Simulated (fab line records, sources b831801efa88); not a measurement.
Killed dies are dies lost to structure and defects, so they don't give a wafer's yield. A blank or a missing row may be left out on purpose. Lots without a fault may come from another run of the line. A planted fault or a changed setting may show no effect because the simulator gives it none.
Chamber matching | flow sky130 | SKY_PASSIVATION_CVD_00 on pecvd-02: 3 sister chambers
The step deposits SiO2, target thk 90 nm. 14 wafers are shown with their chamber, then 7 later ones without.

WAFERS WITH THEIR CHAMBER
wafer  | chamber | heater_power_w (W)
L074.2 | 0       | 658
L074.4 | 2       | 580
L074.5 | 0       | 685
L081.2 | 2       | 634
L081.4 | 2       | 623
L081.5 | 0       | 728
L083.2 | 0       | 566
L083.4 | 2       | 551
L083.6 | 0       | 592
L086.1 | 1       | 790
L086.3 | 2       | 648
L086.5 | 0       | 583
L088.2 | 1       | 760
L088.3 | 0       | 588

SIGNATURES (means of the wafers above)
reading        | chamber 0 | chamber 1 | chamber 2 | scatter within a chamber
heater_power_w | 628.57    | 775.00    | 607.20    | 52.1
Rule: a wafer's distance from a chamber is the root of the sum, over the readings, of the square of ((its reading less the chamber's mean) divided by the reading's scatter). The wafer belongs to the nearest chamber; if the next one is less than 2 further off, it can't be placed. The scatter: the root of (the sum of the squares of (reading less its chamber's mean) over the shown wafers, divided by (wafers less chambers)).

WAFERS WITHOUT THEIR CHAMBER
wafer  | heater_power_w (W)
L088.5 | 760
L095.1 | 703
L095.2 | 632
L095.3 | 768
L096.2 | 609
L096.3 | 735
L096.4 | 615

WHICH CHAMBER EACH WENT THROUGH
wafer  | from the rows above          | in truth
L088.5 | 1                            | 1
L095.1 | can't be placed: 1 or 0 or 2 | 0
L095.2 | can't be placed: 0 or 2      | 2
L095.3 | 1                            | 1
L096.2 | can't be placed: 2 or 0      | 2
L096.3 | can't be placed: 1 or 0 or 2 | 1
L096.4 | can't be placed: 2 or 0      | 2
Placed correctly: 2 of 7. Can't be placed from these rows: 5 (the true chamber is among the candidates in 5). Placed wrongly: 0.
